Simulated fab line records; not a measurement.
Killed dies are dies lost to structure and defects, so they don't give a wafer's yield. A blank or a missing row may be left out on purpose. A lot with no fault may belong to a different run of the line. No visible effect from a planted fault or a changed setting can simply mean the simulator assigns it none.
fab line records    flow sky130
[record] lots = 7  wafers = 21  last-day = 49
route steps=708 shown CAP2M@620 METAL4@621 PAD_OPEN@708
lots with no fault: from the same line, run without faults
start-h: the number of hours between the record's first day and the start of the first shown wafer of the lot    wait-h: hours since the lot's step before    " same as the row above    L1.1+2: one row covering several wafers at once    - no value, or no start given    * or withheld: withheld    < > ~ a bound
route shown NAME@n: NAME is a module with steps in the file, n the number in the route of the first one    usual: average and standard deviation across the fault-free wafers    same: alike in all rows    chamber/n: place in a boat    sites: per-site readings    _std_site: the values' standard deviation    _edge_site: outer sites' mean less inner sites'    radius-mm: how far each site lies from the wafer's centre    mask NAME#n: copy n    behind: the most recent tool/chamber to have shaped the wafer    hold: the reason the lot was held/the length of the hold in hours/how it ended    device: which transistor (n, p or np) failed to switch    end of line: the route-end tests of the same wafers    where a step has no rows: the recipe by itself    killed: dies lost to structure and defects at the first sort, not the wafer's yield    map: dies across one wafer; x = killed, . = not, _ = none there
set.NAME: setting as actually run; set.NAME@STEP: the setting as run at that earlier step    model.NAME: the simulator's own value behind a step, which no gauge read
lots at selected steps of the route; one table per step, one row per wafer
services: from which hour (start-h, from the record's first day; less than 0 if before it) a tool's chamber was out of use, for how many hours, and why
[[steps]]
[step SKY_CAP2M_CLEAN_17]
[recipe] chemistry = O3/DIW  dry = n2-spin
[step SKY_METAL4_DEHYDRATE_05]
[recipe] temp-c = 200  time-s = 60
[step SKY_METAL4_HMDS_06]
[recipe] prime-time-s = 60  prime-temp-c = 120
[step SKY_METAL4_COAT_07]
[recipe] resist = BARC  temp-c = withheld  time-s = withheld  spin-rpm = 3000  resist-thk-nm = 60
[step SKY_METAL4_COAT_08]
[recipe] resist = KrF-thick  spin-rpm = 3000  resist-thk-nm = 1140
[step SKY_METAL4_SOFTBAKE_09]
[recipe] temp-c = 100  time-s = 90  resist = KrF-thick
[step SKY_METAL4_EXPOSE_10]
[recipe] mask-id = MM4  na = 0.68  source-shape = annular  sigma-inner = 0.4  sigma-outer = 0.8  target-cd-nm = 300  dose-mj = 28
[step SKY_METAL4_PEB_11]
[recipe] peb-temp-c = withheld  peb-time-s = withheld  resist = KrF-thick
[step SKY_METAL4_DEVELOP_12]
[recipe] develop-time-s = 60  resist = KrF-thick  dev-temp-c = 21
[step SKY_METAL4_CD_MEAS_13]
[recipe] target-cd-nm = 300
[usual] cd-nm = 299.9/1.5
lot.wafer  tool       chamber  start-h  wait-h  cd-nm
L925.2     cd-sem-01  -        982.91   -       296.2
L925.4     "          -        "        "       297.9
L925.5     "          -        "        "       297.7
L932.1     cd-sem-01  -        1033.04  -       299.6
L932.3     "          -        "        "       300.3
L932.4     "          -        "        "       301.3
L939.1     cd-sem-01  -        1080.19  -       301.9
L939.5     "          -        "        "       302.8
L939.6     "          -        "        "       301.9
L938.1     cd-sem-01  -        1080.96  -       298.9
L938.3     "          -        "        "       298.9
L938.6     "          -        "        "       300.7
L940.1     cd-sem-01  -        1084.99  -       300.5
L940.3     "          -        "        "       299.7
L940.5     "          -        "        "       299.8
L943.1     cd-sem-01  -        1100.34  -       299.3
L943.4     "          -        "        "       298.5
L943.6     "          -        "        "       298.4
L944.3     cd-sem-02  -        1102.85  -       298.8
L944.4     "          -        "        "       299.2
L944.5     "          -        "        "       298.7
[step SKY_METAL4_OVL_MEAS_14]
[usual] METAL4_OVL = -1/6.1
lot.wafer  tool        chamber  start-h  wait-h  METAL4_OVL[nm]
L925.2     overlay-01  -        983.02   0.1     -8
L925.4     "           -        "        "       -7
L925.5     "           -        "        "       -7
L932.1     overlay-02  -        1033.16  0.1     7
L932.3     "           -        "        "       5
L932.4     "           -        "        "       7
L939.1     overlay-01  -        1080.31  0.1     1
L939.5     "           -        "        "       -5
L939.6     "           -        "        "       -5
L938.1     overlay-01  -        1081.08  0.1     2
L938.3     "           -        "        "       1
L938.6     "           -        "        "       -2
L940.1     overlay-01  -        1085.11  0.1     -4
L940.3     "           -        "        "       -4
L940.5     "           -        "        "       -9
L943.1     overlay-01  -        1100.46  0.1     5
L943.4     "           -        "        "       2
L943.6     "           -        "        "       6
L944.3     overlay-01  -        1102.95  0.1     -4
L944.4     "           -        "        "       -11
L944.5     "           -        "        "       -10
[step SKY_METAL4_DESCUM_15]
[recipe] chemistry = O2  source-power-w = 150  bias-power-w = 0  pressure-mtorr = 10  temp-c = 40  time-s = 8
[usual] drypump-motor-current-A = 5.9/0.5  oes-product-au = 0.999/0.009  rf-fwd-power-W = 147.1/0.7
lot.wafer  tool          chamber  start-h  wait-h  drypump-motor-current-A  oes-product-au  rf-fwd-power-W  rf-hours-counter-h
L925.2     rie-metal-02  0        983.05   0.0     6.6                      1.014           147.0           5
L925.4     "             0        "        "       6.6                      1.007           147.4           -
L925.5     "             0        "        "       6.6                      1.004           146.9           -
L932.1     rie-metal-02  0        1033.20  0.0     6.6                      1.004           147.3           9
L932.3     "             0        "        "       6.6                      1.007           147.6           -
L932.4     "             1        "        "       5.5                      1.009           147.6           -
L939.1     rie-metal-02  1        1080.35  0.0     5.5                      1.005           147.7           3
L939.5     "             0        "        "       6.6                      0.985           147.2           -
L939.6     "             1        "        "       5.5                      1.009           147.6           -
L938.1     rie-metal-02  0        1081.12  0.0     6.6                      0.997           147.1           12
L938.3     "             0        "        "       6.6                      0.997           147.7           -
L938.6     "             1        "        "       5.5                      1.007           147.0           -
L940.1     rie-metal-04  1        1085.15  0.0     6.0                      1.003           146.6           20
L940.3     "             0        "        "       6.0                      0.983           145.7           -
L940.5     "             0        "        "       6.0                      0.981           144.9           -
L943.1     rie-metal-04  1        1100.49  0.0     6.0                      0.999           147.0           21
L943.4     "             1        "        "       6.0                      1.008           146.7           -
L943.6     "             0        "        "       6.1                      0.992           146.2           -
L944.3     rie-metal-01  1        1102.98  0.0     5.2                      0.997           147.3           -
L944.4     "             0        "        "       6.4                      1.006           147.3           -
L944.5     "             0        "        "       6.4                      0.996           147.3           -
[step SKY_METAL4_ETCH_16]
[recipe] chemistry = N2/H2  target = BARC  ion-energy-ev = 200  bias-w = 100  pressure-mtorr = 30  n2-flow-sccm = 100  h2-flow-sccm = 200  icp-w = 500  stop-on = SiO2  time-s = 88.2  target-depth-a = 600
[usual] bias-w = 100.01/0.28  chamber-pressure-mTorr = 29.999/0.026  drypump-motor-current-A = 6.0/0.5  h2-flow-sccm = 200.0/0.58  oes-product-au = 0.626/0.0048  rf-fwd-power-W = 497.2/1.7  throttle-valve-pct = 13.204/0.0086
lot.wafer  tool          chamber  start-h  wait-h  bias-w  chamber-pressure-mTorr  drypump-motor-current-A  h2-flow-sccm  oes-product-au  rf-fwd-power-W  rf-hours-counter-h  throttle-valve-pct  model.KrF-thick_of_METAL4_COAT_08.thk-nm
L925.2     rie-metal-02  0        983.08   0.0     100.22  29.982                  6.6                      200.1         0.613           499.0           6                   13.196              1074
L925.4     "             0        "        "       100.01  29.969                  6.6                      198.8         0.621           498.4           -                   13.203              1076
L925.5     "             0        "        "       100.21  30.002                  6.6                      200.0         0.626           500.5           -                   13.198              1075
L932.1     rie-metal-02  0        1033.23  0.0     99.58   29.960                  6.6                      200.1         0.628           496.1           9                   13.181              1075
L932.3     "             0        "        "       99.73   29.994                  6.6                      200.6         0.630           498.6           -                   13.202              1076
L932.4     "             1        "        "       99.87   30.005                  5.5                      199.4         0.629           497.1           -                   13.198              1072
L939.1     rie-metal-02  1        1080.38  0.0     -       -                       -                        -             -               -               -                   -                   1124
L939.5     "             0        "        "       -       -                       -                        -             -               -               -                   -                   1124
L939.6     "             1        "        "       -       -                       -                        -             -               -               -                   -                   1126
L938.1     rie-metal-02  0        1081.15  0.0     -       -                       -                        -             -               -               -                   -                   1124
L938.3     "             0        "        "       -       -                       -                        -             -               -               -                   -                   1121
L938.6     "             1        "        "       -       -                       -                        -             -               -               -                   -                   1127
L940.1     rie-metal-04  1        1085.18  0.0     -       -                       -                        -             -               -               -                   -                   1130
L940.3     "             0        "        "       -       -                       -                        -             -               -               -                   -                   1128
L940.5     "             0        "        "       -       -                       -                        -             -               -               -                   -                   1129
L943.1     rie-metal-04  1        1100.53  0.0     100.22  30.002                  6.0                      200.4         0.627           496.2           21                  13.210              1076
L943.4     "             1        "        "       100.08  30.002                  6.0                      199.1         0.637           497.4           -                   13.202              1079
L943.6     "             0        "        "       100.86  30.024                  6.0                      199.5         0.631           496.7           -                   13.195              1081
L944.3     rie-metal-01  1        1103.03  0.0     100.25  29.980                  5.2                      200.9         0.630           498.3           -                   13.203              1078
L944.4     "             0        "        "       100.13  30.023                  6.4                      199.3         0.629           497.7           -                   13.199              1075
L944.5     "             0        "        "       100.39  29.968                  6.4                      198.8         0.625           497.8           -                   13.206              1076
[step SKY_METAL4_ETCH_17]
[recipe] target = SiO2  stop-on = TiN  chemistry = C4F8/O2/Ar  source-w = 1500  bias-w = 1200  pressure-mtorr = 40  c4f8-flow-sccm = withheld  O2_flow_sccm = 6  Ar_flow_sccm = 300  time-s = 3.9  target-depth-a = 150
[usual] bias-w = 1200/3.7  chamber-pressure-mTorr = 40.00/0.033  oes-product-au = 0.754/0.0067  rf-fwd-power-W = 1469/5.5
lot.wafer  tool         chamber  start-h  wait-h  bias-w  chamber-pressure-mTorr  oes-product-au  rf-fwd-power-W  rf-hours-counter-h
L925.2     rie-diel-02  2        983.18   0.1     1197    40.03                   0.744           1467            8
L925.4     "            0        "        "       1207    39.99                   0.758           1473            21
L925.5     "            0        "        "       1199    40.03                   0.745           1468            -
L932.1     rie-diel-01  2        1033.33  0.1     1202    39.99                   0.752           1470            4
L932.3     "            0        "        "       1198    40.04                   0.757           1481            5
L932.4     "            3        "        "       1204    40.06                   0.752           1460            12
L939.1     rie-diel-01  2        1080.48  0.1     1191    39.96                   0.372           1465            6
L939.5     "            2        "        "       1194    40.04                   0.379           1466            -
L939.6     "            3        "        "       1196    40.05                   0.380           1474            -
L938.1     rie-diel-04  1        1081.25  0.1     1197    39.98                   0.373           1468            16
L938.3     "            3        "        "       1195    39.98                   0.371           1468            9
L938.6     "            2        "        "       1206    40.01                   0.379           1468            -
L940.1     rie-diel-04  0        1085.28  0.1     1198    40.06                   0.373           1470            7
L940.3     "            3        "        "       1201    40.02                   0.368           1469            9
L940.5     "            0        "        "       1186    39.99                   0.370           1461            -
L943.1     rie-diel-01  3        1100.62  0.1     1200    40.00                   0.754           1477            14
L943.4     "            1        "        "       1196    40.03                   0.770           1469            26
L943.6     "            0        "        "       1200    39.97                   0.762           1476            -
L944.3     rie-diel-02  3        1103.10  0.0     1202    40.02                   0.750           1467            15
L944.4     "            2        "        "       1201    39.95                   0.756           1464            12
L944.5     "            3        "        "       1200    39.98                   0.749           1460            -
[step SKY_METAL4_METAL_ETCH_18]
[recipe] target-depth-a = 8450  stop-on = SiO2  over-etch-frac = 0.3  time-s = 183.1  chemistry = Cl2/BCl3  resist-sidewall-deg = 88  pressure-mtorr = 10  icp-w = 900  bias-w = 48.5  Cl2_flow_sccm = 60  bcl3-flow-sccm = 30
[usual] bcl3-flow-sccm = 30.00/0.091  bias-w = 48.51/0.15  drypump-motor-current-A = 5.9/0.49  oes-product-au = 0.866/0.0065  rf-fwd-power-W = 896.9/2.9  throttle-valve-pct = 22.265/0.0087
lot.wafer  tool          chamber  start-h  wait-h  bcl3-flow-sccm  bias-w  drypump-motor-current-A  oes-product-au  rf-fwd-power-W  rf-hours-counter-h  throttle-valve-pct  model.KrF-thick_of_METAL4_COAT_08.thk-nm
L925.2     rie-metal-04  0        983.20   0.0     30.07           48.48   6.0                      0.866           899.2           19                  22.268              534.2
L925.4     "             1        "        "       29.94           48.77   6.0                      0.865           895.2           -                   22.267              516.6
L925.5     "             1        "        "       29.97           48.81   6.0                      0.854           898.5           -                   22.256              519
L932.1     rie-metal-01  0        1033.35  0.0     30.25           48.38   6.4                      0.861           897.6           16                  22.264              530.7
L932.3     "             1        "        "       29.98           48.32   5.2                      0.870           895.1           -                   22.275              532.7
L932.4     "             0        "        "       30.16           48.69   6.4                      0.874           894.5           -                   22.274              532.6
L939.1     rie-metal-04  0        1080.50  0.0     29.97           48.56   6.0                      0.371           892.5           4                   22.260              577.9
L939.5     "             1        "        "       29.81           48.39   6.0                      0.379           903.0           -                   22.263              566.7
L939.6     "             0        "        "       30.04           48.61   6.0                      0.383           896.2           -                   22.248              581.9
L938.1     rie-metal-04  1        1081.27  0.0     29.95           48.21   6.0                      0.367           898.7           20                  22.260              572.5
L938.3     "             0        "        "       30.06           48.68   6.0                      0.380           895.5           -                   22.273              585.4
L938.6     "             0        "        "       30.00           48.44   6.0                      0.379           894.4           -                   22.271              588.9
L940.1     rie-metal-01  1        1085.30  0.0     29.91           48.56   5.2                      0.371           901.6           13                  22.263              585.7
L940.3     "             1        "        "       30.02           48.48   5.2                      0.365           897.2           -                   22.260              585.7
L940.5     "             0        "        "       30.11           48.31   6.4                      0.369           896.7           -                   22.269              584.5
L943.1     rie-metal-02  1        1100.64  0.0     29.95           48.53   5.4                      0.870           893.8           5                   22.262              516.8
L943.4     "             1        "        "       29.97           48.45   5.5                      0.867           894.9           -                   22.266              525.3
L943.6     "             1        "        "       30.05           48.30   5.5                      0.858           896.1           -                   22.260              525.9
L944.3     rie-metal-02  0        1103.18  0.1     30.20           48.54   6.6                      0.864           902.5           -                   22.278              534
L944.4     "             1        "        "       29.96           48.51   5.4                      0.861           895.4           -                   22.271              520.9
L944.5     "             1        "        "       29.95           48.46   5.5                      0.878           895.3           -                   22.267              522
[step SKY_METAL4_STRIP_19]
[recipe] chemistry = O2/N2  power-w = 1400  pressure-mtorr = 1500  platen-temp-c = withheld  o2-flow-sccm = 3000  n2-flow-sccm = 300  overash-fraction = 0.5
[usual] drypump-motor-current-A = 5.9/0.42  oes-product-au = 0.502/0.005  strip-time-to-endpoint-s = 6.54/0.069
lot.wafer  tool             chamber  start-h  wait-h  drypump-motor-current-A  oes-product-au  rf-hours-counter-h  strip-time-to-endpoint-s
L925.2     plasma-asher-03  1        983.38   0.1     6.0                      0.505           25                  6.60
L925.4     "                1        "        "       6.0                      0.503           -                   6.43
L925.5     "                0        "        "       6.0                      0.500           -                   6.47
L932.1     plasma-asher-01  1        1033.53  0.1     6.5                      0.505           92                  6.57
L932.3     "                0        "        "       5.7                      0.504           -                   6.62
L932.4     "                1        "        "       6.5                      0.504           -                   6.58
L939.1     plasma-asher-01  0        1080.68  0.1     5.7                      0.523           97                  7.04
L939.5     "                0        "        "       5.7                      0.518           -                   6.93
L939.6     "                1        "        "       6.5                      0.527           -                   7.08
L938.1     plasma-asher-01  0        1081.45  0.1     5.7                      0.526           97                  6.98
L938.3     "                1        "        "       6.5                      0.517           -                   7.11
L938.6     "                1        "        "       6.5                      0.527           -                   7.14
L940.1     plasma-asher-03  0        1085.48  0.1     6.0                      0.524           35                  7.12
L940.3     "                1        "        "       6.0                      0.530           -                   7.12
L940.5     "                0        "        "       6.0                      0.529           -                   7.09
L943.1     plasma-asher-03  1        1100.82  0.1     6.0                      0.500           36                  6.42
L943.4     "                1        "        "       6.0                      0.501           -                   6.51
L943.6     "                0        "        "       6.0                      0.504           -                   6.52
L944.3     plasma-asher-02  0        1103.33  0.1     5.2                      0.500           -                   6.60
L944.4     "                1        "        "       5.5                      0.494           -                   6.47
L944.5     "                0        "        "       5.2                      0.500           -                   6.48
[step SKY_METAL4_STRIP_20]
[recipe] chemistry = post-etch-residue-remover  time-s = 1200  temp-c = 72.5
[step SKY_PAD_OPEN_PROBE_99]
[usual] defect-limited-yield = 82.5/1.9  killed_at_M0_to_M3 = 44/6.4  killed_at_M4_up = 3.4/2.1  killed-at-contacts = 23/5  killed-at-front-end = 15/4.5  killed-at-other = 0.3/0.54  killed-dies = 86/9.5  killed-on-rim = 17/3.9  killed-open = 48/6.9  killed-short = 38/5.9  sort_bin_3_pad_short = 0.8/0.44  sort_bin_5_function = 10.5/1.6  sort_bin_6_memory = 6.1/1.1  sort-n-pass = 406/9.5  sort-yield-pct = 82.5/1.9
[same] gross-dies = 492  killed-at-back-side = 0  sort_bin_4_leakage[%] = 0  sort_bin_8_speed[%] = 0
lot.wafer  tool       chamber  start-h  wait-h  defect-limited-yield[%]  killed_at_M0_to_M3  killed_at_M4_up  killed-at-contacts  killed-at-front-end  killed-at-other  killed-dies  killed-on-rim  killed-open  killed-short  sort_bin_3_pad_short[%]  sort_bin_5_function[%]  sort_bin_6_memory[%]  sort-n-pass  sort-yield-pct[%]
L932.1     prober-01  -        1122.15  0.1     82.9                     42                  1                24                  17                   0                84           20             47           37            0.8                      9.1                     7.1                   408          82.9
L932.3     prober-01  -        1122.25  0.2     84.3                     39                  4                19                  15                   0                77           18             43           34            0.4                      10.4                    4.9                   415          84.3
L932.4     prober-01  -        1122.30  0.2     84.8                     35                  2                18                  20                   0                75           17             42           33            1.0                      8.3                     5.9                   417          84.8
L939.1     prober-01  -        1162.70  0.1     0                        53                  401              20                  17                   1                492          96             53           38            0.4                      92.1                    7.5                   0            0
L939.5     prober-01  -        1162.90  0.2     0                        48                  404              23                  15                   2                492          96             48           44            0.6                      93.1                    6.3                   0            0
L939.6     prober-01  -        1162.95  0.2     0                        41                  410              22                  19                   0                492          96             46           35            0.6                      93.3                    6.1                   0            0
L938.1     prober-02  -        1163.70  0.1     0                        42                  416              11                  23                   0                492          96             36           42            0.4                      95.7                    3.9                   0            0
L938.3     prober-02  -        1163.80  0.2     0                        36                  424              17                  15                   0                492          96             40           31            0.4                      92.7                    6.9                   0            0
L938.6     prober-02  -        1163.95  0.2     0                        42                  416              18                  16                   0                492          96             43           36            0.6                      94.1                    5.3                   0            0
L940.1     prober-01  -        1166.01  0.1     0                        46                  401              28                  16                   1                492          96             51           41            1.0                      93.1                    5.9                   0            0
L940.3     prober-01  -        1166.11  0.2     0                        36                  416              25                  15                   0                492          96             42           34            1.4                      93.5                    5.1                   0            0
L940.5     prober-01  -        1166.21  0.2     0                        55                  396              26                  14                   1                492          96             62           35            0.8                      91.3                    7.9                   0            0
L943.1     prober-02  -        1178.83  0.1     83.5                     43                  6                21                  11                   0                81           16             43           38            1.0                      11.2                    4.3                   411          83.5
L943.4     prober-02  -        1178.98  0.2     86.8                     28                  1                22                  14                   0                65           14             39           26            1.2                      7.5                     4.5                   427          86.8
L943.6     prober-02  -        1179.08  0.2     86.6                     35                  4                20                  7                    0                66           12             36           30            0.4                      7.3                     5.7                   426          86.6
// killed by level:class
L932.1 VIA1:geometric-particle:open=13 LI_CONTACT:geometric-particle:open=10 METAL2:geometric-particle:short=7 CONTACT:geometric-particle:open=5 VIA2:geometric-particle:open=5 POLY_GATE:geometric-particle:open=4 FIELD_ISO:geometric-particle:short=3 POLY_GATE:geometric-particle:short=3
L932.3 VIA1:geometric-particle:open=12 LI_CONTACT:geometric-particle:open=10 VIA1:geometric-particle:short=8 VIA3:geometric-particle:open=5 POLY_GATE:geometric-particle:short=4 CONTACT:geometric-particle:open=4 FIELD_ISO:geometric-particle:short=3 VIA2:geometric-particle:open=3
L932.4 VIA1:geometric-particle:open=9 CONTACT:geometric-particle:open=7 VIA2:geometric-particle:open=6 METAL3:geometric-particle:short=6 CONTACT:geometric-particle:short=5 POLY_GATE:geometric-particle:open=5 VIA2:geometric-particle:short=5 VIA3:geometric-particle:open=4
L939.1 METAL4:area-etch=400 VIA1:geometric-particle:open=13 METAL1:geometric-particle:short=7 VIA3:geometric-particle:open=7 CONTACT:geometric-particle:open=6 VIA2:geometric-particle:short=5 POLY_GATE:geometric-particle:short=5 VIA2:geometric-particle:open=5
L939.5 METAL4:area-etch=398 VIA1:geometric-particle:short=12 CONTACT:geometric-particle:open=9 VIA1:geometric-particle:open=6 VIA2:geometric-particle:open=6 LI_CONTACT:geometric-particle:open=5 VIA3:geometric-particle:open=5 FIELD_ISO:geometric-particle:short=4
L939.6 METAL4:area-etch=409 VIA1:geometric-particle:open=13 CONTACT:geometric-particle:short=7 CONTACT:geometric-particle:open=6 VIA2:geometric-particle:open=6 FIELD_ISO:geometric-particle:open=5 LOCAL_INTERCONNECT:geometric-particle:short=5 FIELD_ISO:geometric-particle:short=4
L938.1 METAL4:area-etch=412 VIA1:geometric-particle:open=12 POLY_GATE:geometric-particle:short=9 METAL2:geometric-particle:short=9 POLY_GATE:geometric-particle:open=7 METAL1:geometric-particle:short=7 CONTACT:geometric-particle:open=4 VIA3:geometric-particle:open=4
L938.3 METAL4:area-etch=421 VIA1:geometric-particle:open=7 VIA3:geometric-particle:open=7 FIELD_ISO:geometric-particle:open=6 VIA2:geometric-particle:short=6 LI_CONTACT:geometric-particle:open=5 METAL2:geometric-particle:short=5 FIELD_ISO:geometric-particle:short=4
L938.6 METAL4:area-etch=413 VIA1:geometric-particle:open=10 VIA2:geometric-particle:open=8 FIELD_ISO:geometric-particle:open=6 CONTACT:geometric-particle:open=6 VIA1:geometric-particle:short=5 VIA3:geometric-particle:short=5 FIELD_ISO:geometric-particle:short=4
L940.1 METAL4:area-etch=398 VIA1:geometric-particle:open=13 LI_CONTACT:geometric-particle:open=9 CONTACT:geometric-particle:open=9 METAL2:geometric-particle:short=7 VIA3:geometric-particle:open=6 FIELD_ISO:geometric-particle:short=5 CONTACT:geometric-particle:short=5
L940.3 METAL4:area-etch=415 LI_CONTACT:geometric-particle:open=7 CONTACT:geometric-particle:open=7 FIELD_ISO:geometric-particle:open=6 VIA1:geometric-particle:open=6 METAL2:geometric-particle:short=6 CONTACT:geometric-particle:short=5 POLY_GATE:geometric-particle:short=4
L940.5 METAL4:area-etch=394 VIA1:geometric-particle:open=16 VIA2:geometric-particle:open=11 LI_CONTACT:geometric-particle:open=9 FIELD_ISO:geometric-particle:open=8 CONTACT:geometric-particle:open=7 VIA3:geometric-particle:open=7 LOCAL_INTERCONNECT:geometric-particle:short=5
L943.1 VIA3:geometric-particle:open=8 VIA1:geometric-particle:open=7 LI_CONTACT:geometric-particle:open=6 VIA3:geometric-particle:short=6 CONTACT:geometric-particle:open=5 CONTACT:geometric-particle:short=5 METAL1:geometric-particle:short=5 METAL2:geometric-particle:short=5
L943.4 LI_CONTACT:geometric-particle:open=9 VIA1:geometric-particle:open=8 CONTACT:geometric-particle:open=7 FIELD_ISO:geometric-particle:short=6 METAL1:geometric-particle:short=4 VIA3:geometric-particle:open=4 POLY_GATE:geometric-particle:open=3 LI_CONTACT:geometric-particle:short=3
L943.6 VIA2:geometric-particle:open=7 CONTACT:geometric-particle:open=6 VIA3:geometric-particle:open=6 METAL2:geometric-particle:short=5 LI_CONTACT:geometric-particle:short=4 LI_CONTACT:geometric-particle:open=4 VIA1:geometric-particle:open=4 VIA3:geometric-particle:short=4
// map L938.1 (x killed, . not)
__________xxxxxxxxxx_________
________xxxxxxxxxxxxxx_______
______xxxxxxxxxxxxxxxxxx_____
_____xxxxxxxxxxxxxxxxxxxx____
____xxxxxxxxxxxxxxxxxxxxxx___
___xxxxxxxxxxxxxxxxxxxxxxxx__
__xxxxxxxxxxxxxxxxxxxxxxxxxx_
_xxxxxxxxxxxxxxxxxxxxxxxxxxxx
_xxxxxxxxxxxxxxxxxxxxxxxxxxxx
_xxxxxxxxxxxxxxxxxxxxxxxxxxxx
_xxxxxxxxxxxxxxxxxxxxxxxxxxxx
_xxxxxxxxxxxxxxxxxxxxxxxxxxxx
_xxxxxxxxxxxxxxxxxxxxxxxxxxxx
_xxxxxxxxxxxxxxxxxxxxxxxxxxxx
_xxxxxxxxxxxxxxxxxxxxxxxxxxxx
__xxxxxxxxxxxxxxxxxxxxxxxxxx_
___xxxxxxxxxxxxxxxxxxxxxxxx__
____xxxxxxxxxxxxxxxxxxxxxx___
_____xxxxxxxxxxxxxxxxxxxx____
______xxxxxxxxxxxxxxxxxx_____
________xxxxxxxxxxxxxx_______
__________xxxxxxxxxx_________
// map L939.1 (x killed, . not)
__________xxxxxxxxxx_________
________xxxxxxxxxxxxxx_______
______xxxxxxxxxxxxxxxxxx_____
_____xxxxxxxxxxxxxxxxxxxx____
____xxxxxxxxxxxxxxxxxxxxxx___
___xxxxxxxxxxxxxxxxxxxxxxxx__
__xxxxxxxxxxxxxxxxxxxxxxxxxx_
_xxxxxxxxxxxxxxxxxxxxxxxxxxxx
_xxxxxxxxxxxxxxxxxxxxxxxxxxxx
_xxxxxxxxxxxxxxxxxxxxxxxxxxxx
_xxxxxxxxxxxxxxxxxxxxxxxxxxxx
_xxxxxxxxxxxxxxxxxxxxxxxxxxxx
_xxxxxxxxxxxxxxxxxxxxxxxxxxxx
_xxxxxxxxxxxxxxxxxxxxxxxxxxxx
_xxxxxxxxxxxxxxxxxxxxxxxxxxxx
__xxxxxxxxxxxxxxxxxxxxxxxxxx_
___xxxxxxxxxxxxxxxxxxxxxxxx__
____xxxxxxxxxxxxxxxxxxxxxx___
_____xxxxxxxxxxxxxxxxxxxx____
______xxxxxxxxxxxxxxxxxx_____
________xxxxxxxxxxxxxx_______
__________xxxxxxxxxx_________
[[services]]
tool             chamber  start-h  hours  kind
plasma-asher-02  -        963.70   4.3    repair
plasma-asher-02  -        977.03   2.0    repair
rie-diel-02      2        1002.32  1.3    repair
rie-metal-04     0        1014.67  -      clean
rie-metal-04     0        1014.67  14.9   scheduled-down
rie-metal-04     0        1014.67  14.9   vent-cycle
rie-metal-02     1        1014.87  -      clean
rie-metal-02     1        1014.87  15.3   scheduled-down
rie-metal-02     1        1014.87  15.3   vent-cycle
rie-diel-01      0        1041.95  8.5    repair
plasma-asher-03  -        1044.69  4.3    pm
rie-diel-04      1        1050.04  2.7    repair
plasma-asher-03  -        1060.70  4.2    repair
rie-diel-02      3        1062.39  3.0    repair
rie-diel-02      0        1067.84  -      clean
rie-diel-02      0        1067.84  15.3   scheduled-down
rie-diel-02      0        1067.84  15.3   vent-cycle
rie-metal-02     -        1068.06  1.4    pm
rie-metal-04     -        1092.43  0.4    repair
[[key]]
[first-sign] step = SKY_METAL4_ETCH_16  reading = tool-record  direction = missing
[effect] step = SKY_METAL4_ETCH_17  reading = oes-product-au  direction = down  sigmas = 56  usual = 0.754  struck = 0.374
[effect] step = SKY_METAL4_METAL_ETCH_18  reading = oes-product-au  direction = down  sigmas = 76  usual = 0.866  struck = 0.374
[effect] step = SKY_METAL4_STRIP_19  reading = strip-time-to-endpoint-s  direction = up  sigmas = 7.6  usual = *  struck = *
[effect] step = SKY_PAD_OPEN_PROBE_99  reading = killed_at_M4_up  direction = up  sigmas = 99+  usual = 3.4  struck = 409.3
[model-effect] step = SKY_METAL4_ETCH_16  value = KrF-thick_of_METAL4_COAT_08.thk-nm  without = 1076  struck = 1126
[model-effect] step = SKY_METAL4_METAL_ETCH_18  value = KrF-thick_of_METAL4_COAT_08.thk-nm  without = 530.9  struck = 581
[more-kills-born-at] SKY_METAL4_ETCH_16@rie-metal-02 = 2450  SKY_METAL4_ETCH_16@rie-metal-04 = 1206
met-at SKY_METAL4_ETCH_16
struck-wafers L938.1,L938.3,L938.6,L939.1,L939.5,L939.6,L940.1,L940.3,L940.5
later-rows-left-out L938.1,L938.3,L938.6,L939.1,L939.5,L939.6,L940.1,L940.3,L940.5
onset-between 1033.23 1080.38
[fault] kind = skipped-step-whole  tool = rie-metal-02,rie-metal-04  chamber = -  onset-h = 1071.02  steps = SKY_METAL4_ETCH_16  scope = struck-lots-only
// later-rows-left-out: the simulator's readings of these wafers behind a module that went badly wrong aren't trusted and aren't shown, but for the sort
